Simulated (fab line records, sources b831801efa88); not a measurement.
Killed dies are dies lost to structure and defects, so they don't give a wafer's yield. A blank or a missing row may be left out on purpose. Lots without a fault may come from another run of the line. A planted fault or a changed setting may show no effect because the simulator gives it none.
fab line records | flow gf180mcu | part 1 of 2: steps 1 to 30 of 43
record lots=5 wafers=15 last_day=33
route steps=602 shown POLY_GATE@167 HV_LDD@176
lots that met no fault: from a run of the same line without faults
start_h: hours from the record's first day to the start of the lot's first wafer shown | wait_h: hours since the lot's step before | " the same as in the row above | L1.1+2: a row that stands for several wafers | - no value, or no start given | * or withheld: withheld | < > ~ a bound
route shown NAME@n: a module of which the file shows steps, and the number in the route of the first | usual: mean/standard deviation of fault-free wafers | same: alike in all rows | chamber/n: place in a boat | sites: the reading at each site | _std_site: their standard deviation | _edge_site: outer sites' mean less inner sites' | radius_mm: how far each site lies from the wafer's centre | mask NAME#n: copy n | behind: the tool/chamber that last shaped the wafer | hold: why the lot was held/for how many hours/how that ended | device: the transistor (n, p or np) that didn't switch | end of line: the same wafers' tests at the end of the route | a step without rows: its recipe alone | killed: dies lost to structure and defects at the first sort, not the wafer's yield | map: a wafer's dies, x killed, . not, _ none there
set.NAME: the setting as run; set.NAME@STEP: as run at that earlier step | model.NAME: the simulator's own value behind a step, which no gauge read
lots at some steps of the route; a table a step, a row a wafer
services: from which hour (start_h, from the record's first day; less than 0 if before it) a tool's chamber was out of use, for how many hours, and why
## steps
# step GF_POLY_GATE_CD_MEAS_10
# recipe target_cd_nm=280
# usual cd_nm=279.8/1.2
# columns lot.wafer tool chamber start_h wait_h cd_nm
L077.3 cd_sem-01 - 216.96 0.1 279.3
L077.4 " - " " 279.3
L077.5 " - " " 279.2
L079.1 cd_sem-01 - 233.66 0.1 278.3
L079.2 " - " " 278.7
L079.3 " - " " 279.6
L080.1 cd_sem-01 - 238.64 0.1 277.7
L080.3 " - " " 277.4
L080.6 " - " " 279.1
L082.2 cd_sem-02 - 252.99 0.1 280.4
L082.4 " - " " 279.4
L082.6 " - " " 280.5
L090.1 cd_sem-01 - 313.41 0.1 279.9
L090.3 " - " " 279.1
L090.4 " - " " 279.6
# step GF_POLY_GATE_OVL_MEAS_11
# usual POLY_GATE_OVL=1/4.9
# columns lot.wafer tool chamber start_h wait_h POLY_GATE_OVL[nm]
L077.3 overlay-02 - 217.05 0.1 4
L077.4 " - " " 2
L077.5 " - " " 3
L079.1 overlay-01 - 233.78 0.1 1
L079.2 " - " " 4
L079.3 " - " " -1
L080.1 overlay-01 - 238.76 0.1 3
L080.3 " - " " 1
L080.6 " - " " 2
L082.2 overlay-01 - 253.09 0.1 4
L082.4 " - " " 7
L082.6 " - " " 1
L090.1 overlay-02 - 313.53 0.1 -5
L090.3 " - " " 8
L090.4 " - " " 0
# step GF_POLY_GATE_ETCH_12
# recipe chemistry=N2/H2 target_depth_a=withheld overetch_a=withheld time_s=withheld target=BARC ion_energy_ev=200 source_w=500 bias_w=100 pressure_mtorr=30 n2_flow_sccm=100 h2_flow_sccm=200
# usual drypump_motor_current_A=5.7/0.32 oes_product_au=0.735/0.0047 throttle_valve_pct=13.215/0.0089
# columns lot.wafer tool chamber start_h wait_h drypump_motor_current_A oes_product_au throttle_valve_pct
L077.3 rie_diel-02 3 217.07 0.0 5.5 0.729 13.212
L077.4 " 2 " " 5.5 0.730 13.226
L077.5 " 3 " " 5.5 0.733 13.221
L079.1 rie_diel-01 0 233.82 0.0 6.5 0.737 13.221
L079.2 " 2 " " 5.6 0.733 13.211
L079.3 " 1 " " 5.9 0.730 13.201
L080.1 rie_diel-02 1 238.79 0.0 5.8 0.739 13.209
L080.3 " 2 " " 5.4 0.742 13.237
L080.6 " 0 " " 5.5 0.736 13.219
L082.2 rie_diel-01 1 253.12 0.0 5.9 0.730 13.225
L082.4 " 2 " " 5.7 0.739 13.219
L082.6 " 1 " " 5.9 0.732 13.211
L090.1 rie_diel-02 0 313.57 0.0 5.5 0.733 13.217
L090.3 " 1 " " 5.8 0.733 13.230
L090.4 " 3 " " 5.4 0.739 13.220
# step GF_POLY_GATE_ETCH_13
# recipe target=poly-Si target_depth_nm=198.5 stop_on=SiO2 over_etch_frac=0.403 chemistry=HBr/Cl2 icp_w=400 bias_w=100 pressure_mtorr=10 HBr_flow_sccm=150 Cl2_flow_sccm=50 time_s=69.6
# usual drypump_motor_current_A=5.7/0.46 oes_product_au=0.990/0.0065 throttle_valve_pct=33.685/0.0096
# columns lot.wafer tool chamber start_h wait_h drypump_motor_current_A oes_product_au rf_hours_counter_h throttle_valve_pct
L077.3 rie_si-01 1 217.12 - 6.6 0.989 101 33.678
L077.4 " 0 " " 5.6 0.989 20 33.690
L077.5 " 3 " " 6.1 0.997 - 33.687
L079.1 rie_si-01 3 233.87 - 6.2 0.991 71 33.685
L079.2 " 1 " " 6.6 1.002 101 33.685
L079.3 " 2 " " 5.7 0.996 4 33.685
L080.1 rie_si-02 2 238.84 - 5.0 0.988 4 33.693
L080.3 " 0 " " 6.1 0.989 72 33.689
L080.6 " 1 " " 5.2 0.997 - 33.686
L082.2 rie_si-01 1 253.17 - 6.6 1.002 101 33.666
L082.4 " 2 " " 5.7 0.988 5 33.679
L082.6 " 2 " " 5.6 0.982 - 33.676
L090.1 rie_si-02 1 313.62 - 5.2 0.986 1 33.693
L090.3 " 0 " " 6.1 0.994 72 33.689
L090.4 " 3 " " 5.6 0.987 0 33.674
# step GF_POLY_GATE_STRIP_14
# recipe chemistry=O2/N2 power_w=1400 pressure_mtorr=1500 platen_temp_c=250 o2_flow_sccm=3000 n2_flow_sccm=300 overash_fraction=0.5
# usual drypump_motor_current_A=5.6/0.48 heater_power_w=329/25 oes_product_au=0.504/0.0045
# columns lot.wafer tool chamber start_h wait_h drypump_motor_current_A heater_power_w oes_product_au rf_hours_counter_h
L077.3 plasma_asher-02 0 217.21 0.1 6.3 297 0.500 -
L077.4 " 1 " " 6.2 281 0.504 -
L077.5 " 1 " " 6.2 287 0.506 -
L079.1 plasma_asher-04 1 233.93 0.0 5.7 364 0.511 56
L079.2 " 0 " " 5.2 319 0.505 56
L079.3 " 0 " " 5.2 330 0.503 -
L080.1 plasma_asher-01 1 238.90 0.0 5.7 358 0.498 46
L080.3 " 1 " " 5.7 343 0.512 -
L080.6 " 1 " " 5.7 348 0.511 -
L082.2 plasma_asher-01 0 253.23 0.0 4.9 322 0.502 47
L082.4 " 0 " " 4.9 320 0.510 -
L082.6 " 0 " " 4.9 327 0.506 -
L090.1 plasma_asher-04 0 313.68 0.0 5.2 317 0.502 64
L090.3 " 1 " " 5.7 358 0.506 -
L090.4 " 0 " " 5.2 331 0.497 -
# step GF_POLY_GATE_CLEAN_15
# recipe chemistry=SC1/SC2 mix=1:4:20 temp_c=70 time_s=150 dry=n2_spin
# usual bath_guard_temp_C=69.9/0.46
# columns lot.wafer tool chamber start_h wait_h bath_guard_temp_C
L077.3 wet_bench-04 1 217.28 0.0 70.3
L077.4 " 1 " " 70.2
L077.5 " 1 " " 70.0
L079.1 wet_bench-03 2 234.03 0.1 70.8
L079.2 " 2 " " 71.0
L079.3 " 2 " " 70.5
L080.1 wet_bench-04 0 239.00 0.1 69.7
L080.3 " 0 " " 69.6
L080.6 " 0 " " 69.8
L082.2 wet_bench-04 0 253.33 0.1 69.1
L082.4 " 0 " " 69.1
L082.6 " 0 " " 69.6
L090.1 wet_bench-04 0 313.78 0.1 69.5
L090.3 " 0 " " 69.4
L090.4 " 0 " " 69.8
# step GF_POLY_GATE_OXIDATION_16
# recipe temp_c=850 ambient=O2 stabilise_s=600 purge_s=300 target_thk_a=40 ox_time_s=899
# usual spike_tc_top_C=864.2/2.4 zone_power_bottom_pct=25.6/0.76 zone_power_centre_pct=16.1/0.86
# columns lot.wafer tool chamber start_h wait_h spike_tc_top_C zone_power_bottom_pct zone_power_centre_pct
L077.3 furnace-01 0 217.33 0.0 867.3 26.5 15.2
L077.4 " 0 " " 865.4 26.6 15.3
L077.5 " 0 " " 866.6 26.4 15.4
L079.1 furnace-02 0 234.08 0.0 862.7 24.6 17.0
L079.2 " 0 " " 861.5 25.1 16.7
L079.3 " 0 " " 862.0 24.8 17.0
L080.1 furnace-02 0 239.53 0.5 861.7 24.8 16.8
L080.3 " 0 " " 864.2 24.7 17.0
L080.6 " 0 " " 862.6 25.0 16.9
L082.2 furnace-01 0 253.38 0.0 865.7 26.5 15.3
L082.4 " 0 " " 868.5 26.4 15.5
L082.6 " 0 " " 866.6 26.0 15.2
L090.1 furnace-01 0 313.94 0.1 866.3 26.2 15.4
L090.3 " 0 " " 866.4 26.4 15.3
L090.4 " 0 " " 866.0 26.0 15.2
# step GF_POLY_GATE_THK_MEAS_17
# recipe reads=SiO2_of_POLY_GATE_OXIDATION_16
# usual POLY_GATE_OXIDATION_THK=4.00/0.084
# columns lot.wafer tool chamber start_h wait_h POLY_GATE_OXIDATION_THK[nm]
L077.3 film_metro-01 - 218.60 0.0 3.95
L077.4 " - " " 3.94
L077.5 " - " " 4.01
L079.1 film_metro-02 - 235.33 0.0 3.93
L079.2 " - " " 3.96
L079.3 " - " " 3.98
L080.1 film_metro-01 - 240.78 0.0 3.94
L080.3 " - " " 4.06
L080.6 " - " " 4.06
L082.2 film_metro-01 - 254.64 0.0 3.91
L082.4 " - " " 3.85
L082.6 " - " " 3.94
L090.1 film_metro-01 - 315.18 0.0 4.18
L090.3 " - " " 4.12
L090.4 " - " " 4.15
# step GF_POLY_GATE_CD_MEAS_18
# usual cd_nm=280.2/2.5
# columns lot.wafer tool chamber start_h wait_h cd_nm
L077.3 cd_sem-02 - 218.70 0.1 278.6
L077.4 " - " " 278.3
L077.5 " - " " 282.0
L079.1 cd_sem-01 - 235.39 0.1 279.0
L079.2 " - " " 276.9
L079.3 " - " " 278.9
L080.1 cd_sem-01 - 240.84 0.1 280.0
L080.3 " - " " 275.9
L080.6 " - " " 283.8
L082.2 cd_sem-02 - 254.72 0.1 276.4
L082.4 " - " " 277.1
L082.6 " - " " 277.8
L090.1 cd_sem-01 - 315.24 0.1 285.5
L090.3 " - " " 281.1
L090.4 " - " " 283.3
# step GF_HV_LDD_DEHYDRATE_00
# recipe temp_c=200 time_s=60
# columns lot.wafer tool chamber start_h wait_h
L077.3+4+5 litho_track-04 0 227.02 8.3
L079.1+2+3 litho_track-03 0 243.66 8.2
L080.1+3+6 litho_track-01 0 249.59 8.7
L082.2+4+6 litho_track-04 0 263.59 8.8
L090.1+3+4 litho_track-03 0 325.26 10.0
# step GF_HV_LDD_HMDS_01
# recipe prime_time_s=60 prime_temp_c=120
# columns lot.wafer tool chamber start_h wait_h
L077.3+4+5 litho_track-04 0 227.17 0.1
L079.1+2+3 litho_track-03 0 243.81 0.1
L080.1+3+6 litho_track-01 0 249.74 0.1
L082.2+4+6 litho_track-04 0 263.74 0.1
L090.1+3+4 litho_track-03 0 325.41 0.1
# step GF_HV_LDD_COAT_02
# recipe resist=NOVOLAK spin_rpm=3000 resist_thk_nm=1000
# columns lot.wafer tool chamber start_h wait_h
L077.3+4+5 litho_track-04 0 227.32 0.1
L079.1+2+3 litho_track-03 0 243.96 0.1
L080.1+3+6 litho_track-01 0 249.89 0.1
L082.2+4+6 litho_track-04 0 263.89 0.1
L090.1+3+4 litho_track-03 0 325.56 0.1
# step GF_HV_LDD_SOFTBAKE_03
# recipe temp_c=90 time_s=60 resist=NOVOLAK
# columns lot.wafer tool chamber start_h wait_h
L077.3+4+5 litho_track-04 0 227.47 0.1
L079.1+2+3 litho_track-03 0 244.11 0.1
L080.1+3+6 litho_track-01 0 250.04 0.1
L082.2+4+6 litho_track-04 0 264.04 0.1
L090.1+3+4 litho_track-03 0 325.71 0.1
# step GF_HV_LDD_EXPOSE_04
# recipe mask_id=Nplus_LV_AREA target_cd_nm=400 na=0.6 source_shape=conventional sigma_outer=0.6 dose_mj=140
# columns lot.wafer tool chamber start_h wait_h mask
L077.3+4+5 iline_stepper-01 0 - - Nplus_LV_AREA#0
L079.1+2+3 iline_stepper-01 0 - - Nplus_LV_AREA#0
L080.1+3+6 iline_stepper-01 0 - - Nplus_LV_AREA#0
L082.2+4+6 iline_stepper-01 0 - - Nplus_LV_AREA#0
L090.1+3+4 iline_stepper-01 0 - - Nplus_LV_AREA#0
# step GF_HV_LDD_PEB_05
# recipe temp_c=withheld time_s=* resist=NOVOLAK
# columns lot.wafer tool chamber start_h wait_h
L077.3+4+5 litho_track-03 0 - -
L079.1+2+3 litho_track-03 0 - -
L080.1+3+6 litho_track-04 0 - -
L082.2+4+6 litho_track-04 0 - -
L090.1+3+4 litho_track-03 0 - -
# step GF_HV_LDD_DEVELOP_06
# recipe develop_time_s=60 dev_temp_c=23
# columns lot.wafer tool chamber start_h wait_h
L077.3+4+5 litho_track-03 0 236.26 0.1
L079.1+2+3 litho_track-03 0 253.81 0.1
L080.1+3+6 litho_track-04 0 259.07 0.1
L082.2+4+6 litho_track-04 0 273.79 0.1
L090.1+3+4 litho_track-03 0 336.16 0.1
# step GF_HV_LDD_CD_MEAS_07
# recipe target_cd_nm=400
# usual cd_nm=400.0/2
# columns lot.wafer tool chamber start_h wait_h cd_nm
L077.3 cd_sem-01 - 236.40 0.1 399.3
L077.4 " - " " 399.7
L077.5 " - " " 398.4
L079.1 cd_sem-01 - 253.96 0.1 401.1
L079.2 " - " " 401.6
L079.3 " - " " 402.2
L080.1 cd_sem-02 - 259.22 0.1 403.2
L080.3 " - " " 404.2
L080.6 " - " " 404.9
L082.2 cd_sem-02 - 273.94 0.1 396.9
L082.4 " - " " 398.1
L082.6 " - " " 400.9
L090.1 cd_sem-02 - 336.31 0.1 400.4
L090.3 " - " " 401.3
L090.4 " - " " 401.7
# step GF_HV_LDD_OVL_MEAS_08
# usual HV_LDD_OVL=0.2/1.2
# columns lot.wafer tool chamber start_h wait_h HV_LDD_OVL[nm]
L077.3 overlay-01 - 236.49 0.1 -0.4
L077.4 " - " " -1.6
L077.5 " - " " -0.7
L079.1 overlay-02 - 254.08 0.1 1.5
L079.2 " - " " 0.6
L079.3 " - " " -2.3
L080.1 overlay-02 - 259.34 0.1 -1.5
L080.3 " - " " -0.9
L080.6 " - " " -1.3
L082.2 overlay-02 - 274.04 0.1 0.7
L082.4 " - " " 2.1
L082.6 " - " " -0.4
L090.1 overlay-02 - 336.43 0.1 -1.8
L090.3 " - " " -1.9
L090.4 " - " " 0.7
# step GF_HV_LDD_IMPLANT_09
# recipe species=As energy_kev=40 dose_cm2=1e+14 tilt_deg=7
# usual end_station_pressure_torr=5.4e-06/2.9e-07
# columns lot.wafer tool chamber start_h wait_h end_station_pressure_torr
L077.3 implanter-04 0 236.56 0.1 5e-06
L077.4 " 0 " " 5.18e-06
L077.5 " 0 " " 5.18e-06
L079.1 implanter-01 0 254.11 0.0 5.31e-06
L079.2 " 0 " " 5.32e-06
L079.3 " 0 " " 5.15e-06
L080.1 implanter-01 0 259.37 0.0 5.5e-06
L080.3 " 0 " " 5.39e-06
L080.6 " 0 " " 5.55e-06
L082.2 implanter-01 0 274.10 0.0 5.5e-06
L082.4 " 0 " " 5.63e-06
L082.6 " 0 " " 4.99e-06
L090.1 implanter-04 0 336.46 0.0 5.85e-06
L090.3 " 0 " " 5.46e-06
L090.4 " 0 " " 5.31e-06
# step GF_HV_LDD_STRIP_10
# recipe chemistry=O2/N2 power_w=1400 pressure_mtorr=1500 platen_temp_c=250 o2_flow_sccm=3000 n2_flow_sccm=300 overash_fraction=0.5
# usual drypump_motor_current_A=5.5/0.34 heater_power_w=341/14 oes_product_au=0.716/0.0045 strip_time_to_endpoint_s=12.65/0.044
# columns lot.wafer tool chamber start_h wait_h drypump_motor_current_A heater_power_w oes_product_au rf_hours_counter_h strip_time_to_endpoint_s
L077.3 plasma_asher-04 1 236.70 0.1 5.7 356 0.718 - 12.60
L077.4 " 0 " " 5.2 330 0.718 - 12.58
L077.5 " 1 " " 5.7 354 0.718 - 12.60
L079.1 plasma_asher-01 1 254.26 0.1 5.7 353 0.721 47 12.72
L079.2 " 0 " " 5.0 326 0.722 47 12.65
L079.3 " 0 " " 4.9 322 0.714 - 12.68
L080.1 plasma_asher-01 0 259.52 0.1 4.9 321 0.713 48 12.68
L080.3 " 0 " " 4.9 321 0.713 - 12.65
L080.6 " 1 " " 5.7 349 0.721 - 12.72
L082.2 plasma_asher-03 1 274.22 0.1 5.6 347 0.710 16 12.60
L082.4 " 1 " " 5.6 345 0.707 - 12.61
L082.6 " 1 " " 5.6 352 0.718 - 12.60
L090.1 plasma_asher-01 1 336.61 0.1 5.7 359 0.715 56 12.70
L090.3 " 1 " " 5.7 352 0.710 - 12.69
L090.4 " 0 " " 5.0 326 0.724 - 12.70
# step GF_HV_LDD_TW_MEAS_11
# usual HV_LDD_TW=2415/22
# columns lot.wafer tool chamber start_h wait_h HV_LDD_TW
L077.3 film_metro-02 - 236.78 0.1 2386
L077.4 " - " " 2411
L077.5 " - " " 2404
L079.1 film_metro-04 - 254.36 0.1 2440
L079.2 " - " " 2436
L079.3 " - " " 2451
L080.1 film_metro-04 - 259.62 0.1 2453
L080.3 " - " " 2450
L080.6 " - " " 2447
L082.2 film_metro-04 - 274.33 0.1 2418
L082.4 " - " " 2416
L082.6 " - " " 2403
L090.1 film_metro-04 - 336.71 0.1 2423
L090.3 " - " " 2428
L090.4 " - " " 2403
# step GF_HV_LDD_DEHYDRATE_12
# recipe temp_c=200 time_s=60
# columns lot.wafer tool chamber start_h wait_h
L077.3+4+5 litho_track-01 0 245.64 8.8
L079.1+2+3 litho_track-03 0 262.81 8.4
L080.1+3+6 litho_track-04 0 268.87 9.2
L082.2+4+6 litho_track-04 0 282.94 8.6
L090.1+3+4 litho_track-03 0 346.60 9.9
# step GF_HV_LDD_HMDS_13
# recipe prime_time_s=60 prime_temp_c=120
# columns lot.wafer tool chamber start_h wait_h
L077.3+4+5 litho_track-01 0 245.79 0.1
L079.1+2+3 litho_track-03 0 262.96 0.1
L080.1+3+6 litho_track-04 0 269.02 0.1
L082.2+4+6 litho_track-04 0 283.09 0.1
L090.1+3+4 litho_track-03 0 346.75 0.1
# step GF_HV_LDD_COAT_14
# recipe resist=NOVOLAK spin_rpm=3000 resist_thk_nm=1000
# columns lot.wafer tool chamber start_h wait_h
L077.3+4+5 litho_track-01 0 245.94 0.1
L079.1+2+3 litho_track-03 0 263.11 0.1
L080.1+3+6 litho_track-04 0 269.17 0.1
L082.2+4+6 litho_track-04 0 283.24 0.1
L090.1+3+4 litho_track-03 0 346.90 0.1
# step GF_HV_LDD_SOFTBAKE_15
# recipe temp_c=90 time_s=60 resist=NOVOLAK
# columns lot.wafer tool chamber start_h wait_h
L077.3+4+5 litho_track-01 0 246.09 0.1
L079.1+2+3 litho_track-03 0 263.26 0.1
L080.1+3+6 litho_track-04 0 269.32 0.1
L082.2+4+6 litho_track-04 0 283.39 0.1
L090.1+3+4 litho_track-03 0 347.05 0.1
# step GF_HV_LDD_EXPOSE_16
# recipe mask_id=Pplus_LV_AREA target_cd_nm=400 na=0.6 source_shape=conventional sigma_outer=0.6 dose_mj=140
# columns lot.wafer tool chamber start_h wait_h mask
L077.3+4+5 iline_stepper-02 0 - - Pplus_LV_AREA#0
L079.1+2+3 iline_stepper-01 0 - - Pplus_LV_AREA#0
L080.1+3+6 iline_stepper-02 0 - - Pplus_LV_AREA#0
L082.2+4+6 iline_stepper-01 0 - - Pplus_LV_AREA#0
L090.1+3+4 iline_stepper-02 0 - - Pplus_LV_AREA#0
# step GF_HV_LDD_PEB_17
# recipe temp_c=withheld time_s=* resist=NOVOLAK
# columns lot.wafer tool chamber start_h wait_h
L077.3+4+5 litho_track-03 0 - -
L079.1+2+3 litho_track-01 0 - -
L080.1+3+6 litho_track-04 0 - -
L082.2+4+6 litho_track-03 0 - -
L090.1+3+4 litho_track-04 0 - -
# step GF_HV_LDD_DEVELOP_18
# recipe develop_time_s=60 dev_temp_c=23
# columns lot.wafer tool chamber start_h wait_h
L077.3+4+5 litho_track-03 0 255.41 0.1
L079.1+2+3 litho_track-01 0 272.69 0.1
L080.1+3+6 litho_track-04 0 278.77 0.1
L082.2+4+6 litho_track-03 0 293.53 0.1
L090.1+3+4 litho_track-04 0 358.06 0.1
# step GF_HV_LDD_CD_MEAS_19
# recipe target_cd_nm=400
# usual cd_nm=400.1/2.2
# columns lot.wafer tool chamber start_h wait_h cd_nm
L077.3 cd_sem-01 - 255.55 0.1 402.2
L077.4 " - " " 399.5
L077.5 " - " " 400.9
L079.1 cd_sem-02 - 272.93 0.2 398.4
L079.2 " - " " 400.2
L079.3 " - " " 399.4
L080.1 cd_sem-01 - 278.92 0.1 399.1
L080.3 " - " " 397.7
L080.6 " - " " 400.1
L082.2 cd_sem-01 - 293.68 0.1 403.3
L082.4 " - " " 403.1
L082.6 " - " " 401.7
L090.1 cd_sem-02 - 358.21 0.1 402.2
L090.3 " - " " 403.1
L090.4 " - " " 402.0
# step GF_HV_LDD_OVL_MEAS_20
# usual HV_LDD_01_OVL=1.8/1.5
# columns lot.wafer tool chamber start_h wait_h HV_LDD_01_OVL[nm]
L077.3 overlay-02 - 255.64 0.1 1.7
L077.4 " - " " 0.2
L077.5 " - " " 1.6
L079.1 overlay-02 - 273.05 0.1 0.3
L079.2 " - " " -0.1
L079.3 " - " " 2.1
L080.1 overlay-02 - 279.04 0.1 2.2
L080.3 " - " " 3.2
L080.6 " - " " 3.2
L082.2 overlay-02 - 293.78 0.1 0.1
L082.4 " - " " 2.2
L082.6 " - " " 0.5
L090.1 overlay-02 - 358.33 0.1 -0.1
L090.3 " - " " 1.9
L090.4 " - " " 2.5
